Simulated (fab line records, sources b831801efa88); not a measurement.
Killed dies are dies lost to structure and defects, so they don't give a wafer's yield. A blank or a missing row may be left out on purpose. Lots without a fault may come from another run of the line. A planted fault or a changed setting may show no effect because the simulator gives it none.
fab line records | flow gf180mcu
record lots=5 wafers=15 last_day=32
route steps=602 shown HV_LDD@214 NSD@235 PSD@248
lots that met no fault: from a run of the same line without faults
start_h: hours from the record's first day to the start of the lot's first wafer shown | wait_h: hours since the lot's step before | " the same as in the row above | L1.1+2: a row that stands for several wafers | - no value, or no start given | * or withheld: withheld | < > ~ a bound
route shown NAME@n: a module of which the file shows steps, and the number in the route of the first | usual: mean/standard deviation of fault-free wafers | same: alike in all rows | chamber/n: place in a boat | sites: the reading at each site | _std_site: their standard deviation | _edge_site: outer sites' mean less inner sites' | radius_mm: how far each site lies from the wafer's centre | mask NAME#n: copy n | behind: the tool/chamber that last shaped the wafer | hold: why the lot was held/for how many hours/how that ended | device: the transistor (n, p or np) that didn't switch | end of line: the same wafers' tests at the end of the route | a step without rows: its recipe alone | killed: dies lost to structure and defects at the first sort, not the wafer's yield | map: a wafer's dies, x killed, . not, _ none there
set.NAME: the setting as run; set.NAME@STEP: as run at that earlier step | model.NAME: the simulator's own value behind a step, which no gauge read
lots at some steps of the route; a table a step, a row a wafer
services: from which hour (start_h, from the record's first day; less than 0 if before it) a tool's chamber was out of use, for how many hours, and why
## steps
# step GF_HV_LDD_TW_MEAS_38
# usual HV_LDD_3_TW=1448/12
# columns lot.wafer tool chamber start_h wait_h HV_LDD_3_TW
L075.1 film_metro-01 - 262.67 0.1 1440
L075.2 " - " " 1442
L075.4 " - " " 1442
L076.4 film_metro-02 - 269.20 0.1 1467
L076.5 " - " " 1464
L076.6 " - " " 1465
L079.2 film_metro-04 - 295.33 0.1 1450
L079.3 " - " " 1449
L079.4 " - " " 1445
L089.3 film_metro-02 - 368.23 0.1 1469
L089.4 " - " " 1475
L089.5 " - " " 1463
L090.1 film_metro-01 - 376.86 0.1 1438
L090.5 " - " " 1433
L090.6 " - " " 1438
# step GF_HV_LDD_DEHYDRATE_39
# recipe temp_c=200 time_s=60
# columns lot.wafer tool chamber start_h wait_h
L075.1+2+4 litho_track-02 0 271.96 9.3
L076.4+5+6 litho_track-01 0 278.79 9.6
L079.2+3+4 litho_track-04 0 305.04 9.7
L089.3+4+5 litho_track-01 0 378.81 10.6
L090.1+5+6 litho_track-04 0 387.96 11.1
# step GF_HV_LDD_HMDS_40
# recipe prime_time_s=60 prime_temp_c=120
# same prime_time_s=60
# columns lot.wafer tool chamber start_h wait_h
L075.1+2+4 litho_track-02 0 272.11 0.1
L076.4+5+6 litho_track-01 0 278.94 0.1
L079.2+3+4 litho_track-04 0 305.19 0.1
L089.3+4+5 litho_track-01 0 378.96 0.1
L090.1+5+6 litho_track-04 0 388.11 0.1
# step GF_HV_LDD_COAT_41
# recipe resist=NOVOLAK spin_rpm=3000 resist_thk_nm=1000
# usual dispense_pressure_kPa=53/4.1
# columns lot.wafer tool chamber start_h wait_h dispense_pressure_kPa
L075.1 litho_track-02 0 272.26 0.1 58
L075.2 " 0 " " 58
L075.4 " 0 " " 58
L076.4 litho_track-01 0 279.09 0.1 55
L076.5 " 0 " " 55
L076.6 " 0 " " 55
L079.2 litho_track-04 0 305.34 0.1 49
L079.3 " 0 " " 49
L079.4 " 0 " " 49
L089.3 litho_track-01 0 379.11 0.1 55
L089.4 " 0 " " 55
L089.5 " 0 " " 55
L090.1 litho_track-04 0 388.26 0.1 49
L090.5 " 0 " " 49
L090.6 " 0 " " 49
# step GF_HV_LDD_SOFTBAKE_42
# recipe temp_c=90 time_s=60 resist=NOVOLAK
# columns lot.wafer tool chamber start_h wait_h
L075.1+2+4 litho_track-02 0 272.41 0.1
L076.4+5+6 litho_track-01 0 279.24 0.1
L079.2+3+4 litho_track-04 0 305.49 0.1
L089.3+4+5 litho_track-01 0 379.26 0.1
L090.1+5+6 litho_track-04 0 388.41 0.1
# step GF_HV_LDD_EXPOSE_43
# recipe mask_id=Pplus_HV_AREA target_cd_nm=400 na=0.6 source_shape=conventional sigma_outer=0.6 dose_mj=140
# columns lot.wafer tool chamber start_h wait_h mask
L075.1+2+4 iline_stepper-01 0 - - Pplus_HV_AREA#0
L076.4+5+6 iline_stepper-01 0 - - Pplus_HV_AREA#0
L079.2+3+4 iline_stepper-01 0 - - Pplus_HV_AREA#0
L089.3+4+5 iline_stepper-02 0 - - Pplus_HV_AREA#0
L090.1+5+6 iline_stepper-02 0 - - Pplus_HV_AREA#0
# step GF_HV_LDD_PEB_44
# recipe temp_c=withheld time_s=* resist=NOVOLAK
# columns lot.wafer tool chamber start_h wait_h
L075.1+2+4 litho_track-04 0 - -
L076.4+5+6 litho_track-04 0 - -
L079.2+3+4 litho_track-04 0 - -
L089.3+4+5 litho_track-04 0 - -
L090.1+5+6 litho_track-01 0 - -
# step GF_HV_LDD_DEVELOP_45
# recipe develop_time_s=60 dev_temp_c=23
# same develop_time_s=60
# columns lot.wafer tool chamber start_h wait_h
L075.1+2+4 litho_track-04 0 282.26 0.1
L076.4+5+6 litho_track-04 0 289.19 0.1
L079.2+3+4 litho_track-04 0 315.53 0.1
L089.3+4+5 litho_track-04 0 390.06 0.1
L090.1+5+6 litho_track-01 0 399.41 0.1
# step GF_HV_LDD_CD_MEAS_46
# recipe target_cd_nm=400
# usual cd_nm=399.7/2.2
# columns lot.wafer tool chamber start_h wait_h cd_nm
L075.1 cd_sem-02 - 282.41 0.1 395.5
L075.2 " - " " 398.9
L075.4 " - " " 397.2
L076.4 cd_sem-01 - 289.32 0.1 396.0
L076.5 " - " " 397.7
L076.6 " - " " 396.5
L079.2 cd_sem-02 - 315.68 0.1 396.9
L079.3 " - " " 396.4
L079.4 " - " " 399.1
L089.3 cd_sem-02 - 390.20 0.1 402.4
L089.4 " - " " 401.9
L089.5 " - " " 400.8
L090.1 cd_sem-02 - 399.63 0.2 399.1
L090.5 " - " " 399.5
L090.6 " - " " 399.9
# step GF_HV_LDD_OVL_MEAS_47
# usual HV_LDD_03_OVL=-0.4/1.2
# columns lot.wafer tool chamber start_h wait_h HV_LDD_03_OVL[nm]
L075.1 overlay-02 - 282.53 0.1 -2.0
L075.2 " - " " -1.7
L075.4 " - " " -1.0
L076.4 overlay-02 - 289.40 0.1 0.8
L076.5 " - " " 0.8
L076.6 " - " " 1.2
L079.2 overlay-02 - 315.79 0.1 0.6
L079.3 " - " " -0.2
L079.4 " - " " -0.1
L089.3 overlay-02 - 390.29 0.1 -0.4
L089.4 " - " " -0.9
L089.5 " - " " -0.3
L090.1 overlay-02 - 399.75 0.1 -0.8
L090.5 " - " " 1.5
L090.6 " - " " -0.8
# step GF_HV_LDD_IMPLANT_48
# recipe species=B energy_kev=25 dose_cm2=3e+13 tilt_deg=7
# same implant_ion_amu=11
# columns lot.wafer tool chamber start_h wait_h
L075.1+2+4 implanter-02 0 282.57 0.0
L076.4+5+6 implanter-03 0 289.49 0.1
L079.2+3+4 implanter-02 0 315.84 0.0
L089.3+4+5 implanter-02 0 390.36 0.1
L090.1+5+6 implanter-02 0 399.79 0.0
# step GF_HV_LDD_STRIP_49
# recipe chemistry=O2/N2 power_w=1400 pressure_mtorr=1500 platen_temp_c=250 o2_flow_sccm=3000 n2_flow_sccm=300 overash_fraction=0.5
# usual chamber_pressure_mTorr=1500.0/1.3 drypump_motor_current_A=5.68/0.29 heater_power_w=350/25 oes_product_au=0.716/0.0047 platen_temp_c=249.99/0.17 strip_time_to_endpoint_s=12.65/0.036
# columns lot.wafer tool chamber start_h wait_h chamber_pressure_mTorr drypump_motor_current_A heater_power_w oes_product_au platen_temp_c rf_hours_counter_h strip_time_to_endpoint_s
L075.1 plasma_asher-04 0 282.72 0.1 1501.0 5.95 361 0.712 249.98 68 12.59
L075.2 " 1 " " 1500.6 5.26 374 0.713 249.81 68 12.61
L075.4 " 1 " " 1501.2 5.26 377 0.718 249.93 - 12.61
L076.4 plasma_asher-01 1 289.60 0.1 1499.9 5.66 363 0.720 250.06 - 12.62
L076.5 " 0 " " 1497.9 5.99 310 0.720 250.13 - 12.65
L076.6 " 1 " " 1499.9 5.68 362 0.727 249.80 - 12.65
L079.2 plasma_asher-03 1 315.97 0.1 1500.6 5.33 336 0.715 250.04 48 12.66
L079.3 " 0 " " 1502.6 5.73 326 0.711 250.11 - 12.67
L079.4 " 1 " " 1502.0 5.35 340 0.714 249.74 - 12.65
L089.3 plasma_asher-04 1 390.50 0.1 1500.9 5.25 372 0.713 249.67 - 12.71
L089.4 " 0 " " 1500.8 5.98 363 0.717 250.52 - 12.67
L089.5 " 0 " " 1499.9 5.97 356 0.720 250.20 - 12.67
L090.1 plasma_asher-04 1 399.94 0.1 1502.4 5.25 369 0.711 250.04 81 12.66
L090.5 " 0 " " 1499.6 6.01 360 0.723 250.14 - 12.63
L090.6 " 1 " " 1501.3 5.24 378 0.707 249.97 - 12.64
# step GF_HV_LDD_TW_MEAS_50
# usual HV_LDD_4_TW=573/5.5
# columns lot.wafer tool chamber start_h wait_h HV_LDD_4_TW
L075.1 film_metro-01 - 282.82 0.1 572
L075.2 " - " " 574
L075.4 " - " " 574
L076.4 film_metro-01 - 289.70 0.1 574
L076.5 " - " " 565
L076.6 " - " " 570
L079.2 film_metro-01 - 316.08 0.1 569
L079.3 " - " " 568
L079.4 " - " " 571
L089.3 film_metro-04 - 390.58 0.1 574
L089.4 " - " " 571
L089.5 " - " " 570
L090.1 film_metro-04 - 400.04 0.1 570
L090.5 " - " " 571
L090.6 " - " " 575
# step GF_HV_LDD_CLEAN_51
# recipe chemistry=SC1/SC2 mix=1:4:20 temp_c=70 time_s=150 dry=n2_spin
# columns lot.wafer tool chamber start_h wait_h
L075.1+2+4 wet_bench-03 0 282.88 0.1
L076.4+5+6 wet_bench-03 0 289.73 0.0
L079.2+3+4 wet_bench-04 0 316.13 0.0
L089.3+4+5 wet_bench-04 1 390.62 0.0
L090.1+5+6 wet_bench-01 3 400.10 0.1
# step GF_HV_LDD_RTA_52
# recipe temp_c=1000 time_s=10 ambient=N2
# usual lamp_power_pct=34.7/2.7 wafer_temp_C_max=1003.8/0.85
# columns lot.wafer tool chamber start_h wait_h lamp_power_pct wafer_temp_C_max
L075.1 rtp_anneal-01 0 282.93 0.0 36.6 1003.5
L075.2 " 0 " " 36.7 1006.0
L075.4 " 0 " " 36.7 1005.1
L076.4 rtp_anneal-01 0 289.81 0.0 36.6 1002.5
L076.5 " 0 " " 36.6 1003.1
L076.6 " 0 " " 36.7 1003.5
L079.2 rtp_anneal-01 0 316.19 0.0 36.6 1004.1
L079.3 " 0 " " 36.6 1003.2
L079.4 " 0 " " 36.7 1003.8
L089.3 rtp_anneal-01 0 390.70 0.0 36.6 1002.9
L089.4 " 0 " " 36.6 1004.8
L089.5 " 0 " " 36.6 1002.4
L090.1 rtp_anneal-02 0 400.15 0.0 30.8 1004.2
L090.5 " 0 " " 30.8 1004.2
L090.6 " 0 " " 30.9 1003.4
# step GF_HV_LDD_RS_MEAS_53
# recipe thk_meas_gauge=four-point-probe
# usual HV_LDD_RS=417.8/1.1
# columns lot.wafer tool chamber start_h wait_h HV_LDD_RS[ohm/sq]
L075.1 film_metro-02 - 282.99 0.1 417.3
L075.2 " - " " 418.5
L075.4 " - " " 417.7
L076.4 film_metro-01 - 289.90 0.1 418.0
L076.5 " - " " 418.6
L076.6 " - " " 418.4
L079.2 film_metro-04 - 316.26 0.1 417.8
L079.3 " - " " 418.9
L079.4 " - " " 417.6
L089.3 film_metro-04 - 390.78 0.1 416.5
L089.4 " - " " 415.8
L089.5 " - " " 416.6
L090.1 film_metro-04 - 400.22 0.1 418.1
L090.5 " - " " 417.1
L090.6 " - " " 417.4
# step GF_HV_LDD_CVD_54
# recipe material=SiO2 target_thk_nm=10 precursor=TEOS temp_c=680 time_s=75 pressure_mtorr=400
# usual pressure_mtorr=400.0/0.82 susceptor_temp_C=680.1/0.31 zone_power_upper_pct=10.7/1.2
# columns lot.wafer tool chamber start_h wait_h pressure_mtorr susceptor_temp_C zone_power_upper_pct
L075.1 lpcvd-01 0 283.11 0.1 401.2 680.1 9.9
L075.2 " 0 " " 398.9 680.1 9.9
L075.4 " 0 " " 400.6 679.8 10.0
L076.4 lpcvd-01 0 289.96 0.0 400.0 680.0 10.2
L076.5 " 0 " " 400.9 680.0 10.0
L076.6 " 0 " " 399.1 680.0 9.9
L079.2 lpcvd-01 0 316.36 0.1 401.0 679.8 10.0
L079.3 " 0 " " 401.5 679.7 10.0
L079.4 " 0 " " 401.9 679.5 9.9
L089.3 lpcvd-02 0 390.86 0.1 400.8 680.2 10.2
L089.4 " 0 " " 399.3 680.1 10.3
L089.5 " 0 " " 399.9 680.2 10.2
L090.1 lpcvd-02 1 400.34 0.1 398.7 679.8 12.5
L090.5 " 1 " " 400.9 680.2 12.7
L090.6 " 1 " " 399.0 680.4 12.7
# step GF_HV_LDD_THK_MEAS_55
# recipe reads=SiO2_of_HV_LDD_CVD_54
# usual HV_LDD_CVD_54_THK=10.01/0.14
# columns lot.wafer tool chamber start_h wait_h HV_LDD_CVD_54_THK[nm]
L075.1 film_metro-04 - 284.13 0.0 9.92
L075.2 " - " " 10.17
L075.4 " - " " 10.09
L076.4 film_metro-02 - 291.01 0.0 9.90
L076.5 " - " " 10.04
L076.6 " - " " 9.93
L079.2 film_metro-02 - 317.39 0.0 10.06
L079.3 " - " " 10.03
L079.4 " - " " 9.87
L089.3 film_metro-02 - 392.41 0.0 10.28
L089.4 " - " " 10.09
L089.5 " - " " 10.08
L090.1 film_metro-02 - 401.87 0.0 9.77
L090.5 " - " " 9.99
L090.6 " - " " 9.74
# step GF_HV_LDD_CVD_56
# recipe material=Si3N4 precursor=DCS/NH3 target_thk_nm=90 temp_c=770 time_s=1543 pressure_mtorr=250
# usual pressure_mtorr=250.0/0.52 susceptor_temp_C=769.9/0.38 zone_power_upper_pct=13.6/1.5
# columns lot.wafer tool chamber start_h wait_h pressure_mtorr susceptor_temp_C zone_power_upper_pct
L075.1 lpcvd-02 1 284.19 0.1 249.8 769.7 15.9
L075.2 " 1 " " 250.3 769.3 15.7
L075.4 " 1 " " 250.8 769.8 16.0
L076.4 lpcvd-02 0 291.04 0.0 250.7 769.1 13.2
L076.5 " 0 " " 249.7 769.7 12.9
L076.6 " 0 " " 250.7 769.3 13.2
L079.2 lpcvd-01 0 317.44 0.0 249.7 769.4 12.8
L079.3 " 0 " " 249.2 769.5 12.8
L079.4 " 0 " " 250.3 770.0 12.9
L089.3 lpcvd-02 1 392.45 0.0 250.4 769.9 16.0
L089.4 " 1 " " 249.4 769.6 16.0
L089.5 " 1 " " 250.8 769.6 16.0
L090.1 lpcvd-01 1 401.93 0.1 251.0 770.4 12.1
L090.5 " 1 " " 250.7 770.3 12.2
L090.6 " 1 " " 249.9 770.2 12.0
# step GF_HV_LDD_THK_MEAS_57
# recipe reads=Si3N4_of_HV_LDD_CVD_56
# usual HV_LDD_CVD_56_THK=90.0/0.77
# columns lot.wafer tool chamber start_h wait_h HV_LDD_CVD_56_THK[nm]
L075.1 film_metro-01 - 285.62 0.0 91.0
L075.2 " - " " 90.6
L075.4 " - " " 90.5
L076.4 film_metro-04 - 292.50 0.0 90.8
L076.5 " - " " 90.2
L076.6 " - " " 90.3
L079.2 film_metro-04 - 318.88 0.0 89.4
L079.3 " - " " 90.5
L079.4 " - " " 89.4
L089.3 film_metro-02 - 394.62 0.0 89.8
L089.4 " - " " 89.6
L089.5 " - " " 89.3
L090.1 film_metro-01 - 403.36 0.0 91.5
L090.5 " - " " 91.5
L090.6 " - " " 91.2
# step GF_HV_LDD_ETCHBACK_58
# recipe chemistry=CH3F/O2 target=Si3N4 stop_on=SiO2 source_w=400 bias_w=80 pressure_mtorr=25 ch3f_flow_sccm=40 O2_flow_sccm=30 time_s=100 target_depth_a=900
# usual ch3f_flow_sccm=40.00/0.12 chamber_pressure_mTorr=25.001/0.023 drypump_motor_current_A=5.61/0.21 oes_product_au=0.842/0.0062 rf_fwd_power_W=397.4/1.5 throttle_valve_pct=10.561/0.0089
# columns lot.wafer tool chamber start_h wait_h ch3f_flow_sccm chamber_pressure_mTorr drypump_motor_current_A oes_product_au rf_fwd_power_W rf_hours_counter_h throttle_valve_pct
L075.1 rie_diel-01 2 285.68 0.1 40.11 24.970 5.59 0.840 397.3 1 10.579
L075.2 " 0 " " 40.11 25.013 5.42 0.840 397.7 113 10.554
L075.4 " 1 " " 40.01 24.984 5.76 0.844 398.3 48 10.566
L076.4 rie_diel-01 3 292.53 0.0 40.03 25.037 5.93 0.848 399.9 13 10.574
L076.5 " 3 " " 39.91 24.993 5.90 0.835 399.5 - 10.558
L076.6 " 2 " " 40.29 24.977 5.59 0.843 399.5 - 10.573
L079.2 rie_diel-04 0 318.93 0.0 40.01 24.986 5.81 0.848 398.1 14 10.566
L079.3 " 2 " " 40.03 25.013 5.24 0.848 397.9 54 10.554
L079.4 " 1 " " 40.04 24.994 5.68 0.836 397.0 122 10.544
L089.3 rie_diel-01 3 394.66 0.0 40.28 25.014 5.91 0.849 396.5 16 10.557
L089.4 " 3 " " 39.97 24.982 5.93 0.842 397.7 - 10.561
L089.5 " 2 " " 40.02 25.025 5.60 0.832 397.9 - 10.552
L090.1 rie_diel-02 1 403.42 0.1 40.15 25.000 5.58 0.851 397.3 106 10.556
L090.5 " 3 " " 40.12 24.997 5.50 0.854 397.4 - 10.567
L090.6 " 2 " " 40.03 24.999 5.37 0.853 400.5 - 10.578
# step GF_NSD_DEHYDRATE_00
# recipe temp_c=200 time_s=60
# columns lot.wafer tool chamber start_h wait_h
L075.1+2+4 litho_track-03 0 294.76 9.0
L076.4+5+6 litho_track-02 0 302.24 9.7
L079.2+3+4 litho_track-01 0 328.84 9.9
L089.3+4+5 litho_track-03 0 405.71 11.0
L090.1+5+6 litho_track-03 0 414.76 11.3
# step GF_NSD_HMDS_01
# recipe prime_time_s=60 prime_temp_c=120
# same prime_time_s=60
# columns lot.wafer tool chamber start_h wait_h
L075.1+2+4 litho_track-03 0 294.91 0.1
L076.4+5+6 litho_track-02 0 302.39 0.1
L079.2+3+4 litho_track-01 0 328.99 0.1
L089.3+4+5 litho_track-03 0 405.86 0.1
L090.1+5+6 litho_track-03 0 414.91 0.1
# step GF_NSD_COAT_02
# recipe resist=NOVOLAK spin_rpm=3000 resist_thk_nm=1000
# usual dispense_pressure_kPa=54/4.1
# columns lot.wafer tool chamber start_h wait_h dispense_pressure_kPa
L075.1 litho_track-03 0 295.06 0.1 48
L075.2 " 0 " " 48
L075.4 " 0 " " 48
L076.4 litho_track-02 0 302.54 0.1 58
L076.5 " 0 " " 58
L076.6 " 0 " " 58
L079.2 litho_track-01 0 329.14 0.1 55
L079.3 " 0 " " 55
L079.4 " 0 " " 55
L089.3 litho_track-03 0 406.01 0.1 49
L089.4 " 0 " " 49
L089.5 " 0 " " 49
L090.1 litho_track-03 0 415.06 0.1 49
L090.5 " 0 " " 49
L090.6 " 0 " " 49
# step GF_NSD_SOFTBAKE_03
# recipe temp_c=90 time_s=60 resist=NOVOLAK
# columns lot.wafer tool chamber start_h wait_h
L075.1+2+4 litho_track-03 0 295.21 0.1
L076.4+5+6 litho_track-02 0 302.69 0.1
L079.2+3+4 litho_track-01 0 329.29 0.1
L089.3+4+5 litho_track-03 0 406.16 0.1
L090.1+5+6 litho_track-03 0 415.21 0.1
# step GF_NSD_EXPOSE_04
# recipe mask_id=Nplus target_cd_nm=400 na=0.6 source_shape=conventional sigma_outer=0.6 dose_mj=140
# columns lot.wafer tool chamber start_h wait_h mask
L075.1+2+4 iline_stepper-01 0 - - Nplus#0
L076.4+5+6 iline_stepper-01 0 - - Nplus#0
L079.2+3+4 iline_stepper-01 0 - - Nplus#0
L089.3+4+5 iline_stepper-02 0 - - Nplus#0
L090.1+5+6 iline_stepper-01 0 - - Nplus#0
# step GF_NSD_PEB_05
# recipe temp_c=withheld time_s=* resist=NOVOLAK
# columns lot.wafer tool chamber start_h wait_h
L075.1+2+4 litho_track-03 0 - -
L076.4+5+6 litho_track-02 0 - -
L079.2+3+4 litho_track-01 0 - -
L089.3+4+5 litho_track-02 0 - -
L090.1+5+6 litho_track-03 0 - -
# step GF_NSD_DEVELOP_06
# recipe develop_time_s=60 dev_temp_c=23
# same develop_time_s=60
# columns lot.wafer tool chamber start_h wait_h
L075.1+2+4 litho_track-03 0 305.21 0.1
L076.4+5+6 litho_track-02 0 312.94 0.1
L079.2+3+4 litho_track-01 0 339.79 0.1
L089.3+4+5 litho_track-02 0 417.81 0.1
L090.1+5+6 litho_track-03 0 426.96 0.1
# step GF_NSD_CD_MEAS_07
# recipe target_cd_nm=400
# usual cd_nm=400.6/2.1
# columns lot.wafer tool chamber start_h wait_h cd_nm
L075.1 cd_sem-01 - 305.36 0.1 399.9
L075.2 " - " " 401.2
L075.4 " - " " 401.6
L076.4 cd_sem-01 - 313.07 0.1 402.1
L076.5 " - " " 403.5
L076.6 " - " " 400.0
L079.2 cd_sem-01 - 339.93 0.1 401.5
L079.3 " - " " 397.0
L079.4 " - " " 400.5
L089.3 cd_sem-02 - 417.95 0.1 399.8
L089.4 " - " " 397.3
L089.5 " - " " 397.9
L090.1 cd_sem-02 - 427.11 0.1 402.1
L090.5 " - " " 402.0
L090.6 " - " " 400.9
# step GF_NSD_OVL_MEAS_08
# usual NSD_OVL=-1.1/1.3
# columns lot.wafer tool chamber start_h wait_h NSD_OVL[nm]
L075.1 overlay-01 - 305.48 0.1 1.6
L075.2 " - " " -0.2
L075.4 " - " " 0.9
L076.4 overlay-02 - 313.15 0.1 0.0
L076.5 " - " " 0.0
L076.6 " - " " -1.0
L079.2 overlay-01 - 340.04 0.1 -2.2
L079.3 " - " " -2.8
L079.4 " - " " -3.6
L089.3 overlay-01 - 418.04 0.1 -3.8
L089.4 " - " " -3.2
L089.5 " - " " -2.7
L090.1 overlay-01 - 427.23 0.1 0.1
L090.5 " - " " 0.3
L090.6 " - " " -0.7
# step GF_NSD_IMPLANT_09
# recipe species=As energy_kev=60 dose_cm2=4e+15 tilt_deg=7
# same implant_ion_amu=75
# columns lot.wafer tool chamber start_h wait_h
L075.1+2+4 implanter-03 0 305.52 0.0
L076.4+5+6 implanter-01 0 313.24 0.1
L079.2+3+4 implanter-01 0 340.09 0.0
L089.3+4+5 implanter-03 0 418.12 0.1
L090.1+5+6 implanter-01 0 427.27 0.0
# step GF_NSD_IMPLANT_10
# recipe species=P energy_kev=40 dose_cm2=5e+14 tilt_deg=7
# same implant_ion_amu=31
# columns lot.wafer tool chamber start_h wait_h
L075.1+2+4 implanter-03 0 305.67 0.1
L076.4+5+6 implanter-01 0 313.39 0.1
L079.2+3+4 implanter-01 0 340.24 0.1
L089.3+4+5 implanter-03 0 418.27 0.1
L090.1+5+6 implanter-01 0 427.42 0.1
# step GF_NSD_STRIP_11
# recipe chemistry=O2/N2 power_w=1400 pressure_mtorr=1500 platen_temp_c=250 o2_flow_sccm=3000 n2_flow_sccm=300 overash_fraction=0.5
# usual chamber_pressure_mTorr=1499.9/1.3 drypump_motor_current_A=5.8/0.33 heater_power_w=350/27 oes_product_au=0.487/0.0046 platen_temp_c=250.00/0.19 strip_time_to_endpoint_s=22.97/0.036
# columns lot.wafer tool chamber start_h wait_h chamber_pressure_mTorr drypump_motor_current_A heater_power_w oes_product_au platen_temp_c rf_hours_counter_h strip_time_to_endpoint_s
L075.1 plasma_asher-02 1 305.82 0.1 1499.7 5.7 349 0.485 250.17 20 23.01
L075.2 " 0 " " 1499.8 6.4 320 0.486 249.79 20 23.00
L075.4 " 1 " " 1501.0 5.7 339 0.495 250.16 - 22.98
L076.4 plasma_asher-01 0 313.50 0.1 1500.9 5.9 311 0.493 249.92 - 22.97
L076.5 " 0 " " 1500.9 6.0 319 0.484 249.84 - 22.94
L076.6 " 1 " " 1500.1 5.7 367 0.486 249.96 - 22.99
L079.2 plasma_asher-02 0 340.37 0.1 1499.9 6.3 314 0.487 249.43 23 23.03
L079.3 " 1 " " 1502.1 5.7 350 0.481 250.19 - 23.05
L079.4 " 0 " " 1498.9 6.4 321 0.483 249.71 - 23.03
L089.3 plasma_asher-04 1 418.43 0.1 1499.5 5.3 373 0.488 250.03 - 23.00
L089.4 " 0 " " 1500.9 6.0 358 0.494 250.17 - 22.97
L089.5 " 0 " " 1499.0 6.0 353 0.489 249.95 - 22.96
L090.1 plasma_asher-02 1 427.57 0.1 1502.8 5.7 342 0.485 249.93 31 23.01
L090.5 " 1 " " 1499.7 5.7 357 0.493 250.06 - 23.00
L090.6 " 0 " " 1501.9 6.3 320 0.488 250.07 - 22.99
# step GF_NSD_TW_MEAS_12
# usual NSD_TW=4247/18
# columns lot.wafer tool chamber start_h wait_h NSD_TW
L075.1 film_metro-03 - 305.92 0.1 4213
L075.2 " - " " 4216
L075.4 " - " " 4215
L076.4 film_metro-01 - 313.60 0.1 4239
L076.5 " - " " 4238
L076.6 " - " " 4238
L079.2 film_metro-01 - 340.48 0.1 4252
L079.3 " - " " 4252
L079.4 " - " " 4247
L089.3 film_metro-01 - 418.52 0.1 4286
L089.4 " - " " 4242
L089.5 " - " " 4238
L090.1 film_metro-04 - 427.67 0.1 4261
L090.5 " - " " 4256
L090.6 " - " " 4272
# step GF_PSD_DEHYDRATE_00
# recipe temp_c=200 time_s=60
# columns lot.wafer tool chamber start_h wait_h
L075.1+2+4 litho_track-03 0 315.41 9.5
L076.4+5+6 litho_track-04 0 323.78 10.2
L079.2+3+4 litho_track-01 0 350.04 9.5
L089.3+4+5 litho_track-04 0 429.41 10.9
L090.1+5+6 litho_track-03 0 438.76 11.1
# step GF_PSD_HMDS_01
# recipe prime_time_s=60 prime_temp_c=120
# same prime_time_s=60
# columns lot.wafer tool chamber start_h wait_h
L075.1+2+4 litho_track-03 0 315.56 0.1
L076.4+5+6 litho_track-04 0 323.93 0.1
L079.2+3+4 litho_track-01 0 350.19 0.1
L089.3+4+5 litho_track-04 0 429.56 0.1
L090.1+5+6 litho_track-03 0 438.91 0.1
# step GF_PSD_COAT_02
# recipe resist=NOVOLAK spin_rpm=3000 resist_thk_nm=1000
# usual dispense_pressure_kPa=49.7/2.4
# columns lot.wafer tool chamber start_h wait_h dispense_pressure_kPa
L075.1 litho_track-03 0 315.71 0.1 48.5
L075.2 " 0 " " 48.5
L075.4 " 0 " " 48.5
L076.4 litho_track-04 0 324.08 0.1 48.6
L076.5 " 0 " " 48.7
L076.6 " 0 " " 48.7
L079.2 litho_track-01 0 350.34 0.1 55.1
L079.3 " 0 " " 55.1
L079.4 " 0 " " 55.1
L089.3 litho_track-04 0 429.71 0.1 48.6
L089.4 " 0 " " 48.6
L089.5 " 0 " " 48.6
L090.1 litho_track-03 0 439.06 0.1 48.5
L090.5 " 0 " " 48.6
L090.6 " 0 " " 48.6
# step GF_PSD_SOFTBAKE_03
# recipe temp_c=90 time_s=60 resist=NOVOLAK
# columns lot.wafer tool chamber start_h wait_h
L075.1+2+4 litho_track-03 0 315.86 0.1
L076.4+5+6 litho_track-04 0 324.23 0.1
L079.2+3+4 litho_track-01 0 350.49 0.1
L089.3+4+5 litho_track-04 0 429.86 0.1
L090.1+5+6 litho_track-03 0 439.21 0.1
# step GF_PSD_EXPOSE_04
# recipe mask_id=Pplus target_cd_nm=400 na=0.6 source_shape=conventional sigma_outer=0.6 dose_mj=140
# columns lot.wafer tool chamber start_h wait_h mask
L075.1+2+4 iline_stepper-02 0 - - Pplus#0
L076.4+5+6 iline_stepper-02 0 - - Pplus#0
L079.2+3+4 iline_stepper-02 0 - - Pplus#0
L089.3+4+5 iline_stepper-02 0 - - Pplus#0
L090.1+5+6 iline_stepper-01 0 - - Pplus#0
# step GF_PSD_PEB_05
# recipe temp_c=withheld time_s=* resist=NOVOLAK
# columns lot.wafer tool chamber start_h wait_h
L075.1+2+4 litho_track-04 0 - -
L076.4+5+6 litho_track-03 0 - -
L079.2+3+4 litho_track-03 0 - -
L089.3+4+5 litho_track-04 0 - -
L090.1+5+6 litho_track-03 0 - -
# step GF_PSD_DEVELOP_06
# recipe develop_time_s=60 dev_temp_c=23
# same develop_time_s=60
# columns lot.wafer tool chamber start_h wait_h
L075.1+2+4 litho_track-04 0 326.46 0.1
L076.4+5+6 litho_track-03 0 334.84 0.1
L079.2+3+4 litho_track-03 0 361.64 0.1
L089.3+4+5 litho_track-04 0 442.06 0.1
L090.1+5+6 litho_track-03 0 450.81 0.1
# step GF_PSD_CD_MEAS_07
# recipe target_cd_nm=400
# usual cd_nm=399.9/2.2
# columns lot.wafer tool chamber start_h wait_h cd_nm
L075.1 cd_sem-02 - 326.61 0.1 401.8
L075.2 " - " " 404.6
L075.4 " - " " 404.3
L076.4 cd_sem-02 - 334.97 0.1 400.2
L076.5 " - " " 396.8
L076.6 " - " " 398.6
L079.2 cd_sem-02 - 361.78 0.1 403.9
L079.3 " - " " 401.1
L079.4 " - " " 403.7
L089.3 cd_sem-01 - 442.20 0.1 401.4
L089.4 " - " " 401.8
L089.5 " - " " 402.6
L090.1 cd_sem-01 - 450.96 0.1 400.6
L090.5 " - " " 400.0
L090.6 " - " " 398.7
## services
# columns tool chamber start_h hours kind
wet_bench-01 - 250.08 1.5 repair
implanter-02 - 253.49 1.3 repair
rie_diel-04 3 270.16 8.5 repair
rie_diel-01 0 272.92 3.7 repair
implanter-02 - 292.20 1.3 repair
plasma_asher-01 - 292.42 4.5 repair
implanter-01 - 297.58 2.0 repair
iline_stepper-02 - 310.04 1.7 pm
implanter-01 - 320.07 1.5 repair
implanter-02 - 322.64 4.3 pm
implanter-02 - 331.95 2.1 repair
rie_diel-01 - 371.69 14.6 pm
implanter-02 - 392.54 3.7 repair
rie_diel-01 2 400.59 3.6 repair
rie_diel-01 - 401.68 2.8 pm
plasma_asher-04 - 408.50 4.5 repair
plasma_asher-02 - 409.71 8.7 repair
plasma_asher-04 - 421.25 9.0 pm
iline_stepper-01 - 422.68 8.9 repair
iline_stepper-01 - 431.57 1.7 pm
iline_stepper-02 - 433.23 2.1 pm
rie_diel-01 1 434.84 7.8 repair
implanter-01 - 440.87 4.9 repair
implanter-01 - 441.45 3.7 repair
## key
fault none
